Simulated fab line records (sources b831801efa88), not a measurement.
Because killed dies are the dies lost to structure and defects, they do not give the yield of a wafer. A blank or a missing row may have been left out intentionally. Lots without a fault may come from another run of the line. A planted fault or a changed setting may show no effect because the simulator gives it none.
Problem report, 8D (eight disciplines) form, completed by code | flow sky130 | the parts of the form that need people (team, actions taken, sign-off) are left out

== 1. THE PROBLEM ==
Mean of biasW at SKY_METAL2_METAL_ETCH_19: 59.32 W across 3 wafers in 2 lots; on wafers with no fault it is 48.47 W (standard deviation 0.14). That puts it +77 standard deviations away from the usual mean.
The step: etches the open film in Cl2/BCl3, stops on SiO2, target depth 360 nm, time 78 s.
Earliest sighting: wafer L835.3 on rieMetal-04 at day 37 07:35. Wafers with a number at this step in the record: 30, from 10 lots. The rule behind "out" and "out of limits": a value lying over 4 standard deviations away from the usual mean. The other wafers with a number count as sound.

== 2. WHAT IT IS; WHAT IT IS NOT ==
question                    | is                     | is not
which readings at this step | biasW                  | drypumpMotorCurrentA, oesProductAu, throttleValvePct
which lots                  | L835, L836             | L831, L841, L843, L845, L846, L850, L851, L852
which wafers of those lots  | L835.3, L835.5, L836.1 | L835.6, L836.2, L836.5
read on which tools         | rieMetal-04            | rieMetal-02, rieMetal-03
when                        | from day 37 07:35      | up to then (4 sound wafers); but 23 sound wafers of L836, L841, L843, L845, L846, L850, L851, L852 came after

== 3. THE SUSPECTS, EACH WITH WHAT RULES IT OUT ==
Counting: any tool at a process step up to the reading remains a suspect provided it ran every lot that is out. Sound lots after the first of them don't rule it out here, since some wafers of a struck lot are sound.
- cmp-01 at SKY_VIA1_CMP_24 (polishes, stops on SiO2, t overpolish 15 s, target thk 0 nm): kept. Every lot that is out went through it, the first being L835 (day 36 04:20); the last sound lot it ran before that was L831 (day 34 18:10).
- pvdSputter-04 at SKY_METAL2_SPUTTER_00 (material Ti, target thk 15 nm, time 10 s): kept. It ran every lot that is out, first L835 (day 36 04:35).
- rieMetal-04 at SKY_METAL2_METAL_ETCH_19 (etches the open film in Cl2/BCl3, stops on SiO2, target depth 360 nm, time 78 s): kept. Every lot that is out went through it, the first being L835 (day 37 07:35); the last sound lot it ran before that was L831 (day 35 20:49). Its own biasW readings are out on those wafers.
- Within rieMetal-04 at SKY_METAL2_METAL_ETCH_19, the wafers that are out were processed in chamber 0 and their sound lot-mates in chamber 1.
Left after counting: cmp-01 at SKY_VIA1_CMP_24, pvdSputter-04 at SKY_METAL2_SPUTTER_00, rieMetal-04 at SKY_METAL2_METAL_ETCH_19.

== 4. THE CAUSE (what the simulator had put in) ==
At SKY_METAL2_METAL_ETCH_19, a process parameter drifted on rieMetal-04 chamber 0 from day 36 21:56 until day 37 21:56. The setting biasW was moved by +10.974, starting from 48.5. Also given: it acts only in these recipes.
This tool is one of the 3 suspects left after counting.

== 5. THE CHAIN OF EFFECTS, in route order ==
Each row: a reading where the mean over the struck wafers with a number is more than 3 standard deviations away from the usual. Only readings for which the record gives a usual standard deviation are gone through. hours: the time from each lot's start at the first step in this table that gives one to its start at this step, as a median over the lots. sigmas: the change in usual standard deviations.
hours | step                     | reading              | usual   | on struck wafers | change | sigmas
0     | SKY_METAL2_METAL_ETCH_19 | biasW                | 48.47 W | 59.32            | +10.85 | +77
0     | SKY_METAL2_STRIP_20      | stripTimeToEndpointS | 2.70 s  | 2.49             | -0.21  | -5.4
Its process steps:
- SKY_METAL2_METAL_ETCH_19: etches the open film in Cl2/BCl3, stops on SiO2, target depth 360 nm, time 78 s.
- SKY_METAL2_STRIP_20: strips in O2/N2.

== 6. WHAT WOULD HAVE CAUGHT IT SOONER ==
In this record the first reading out of limits was taken at day 37 07:35, 10 hours after the fault began at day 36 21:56.
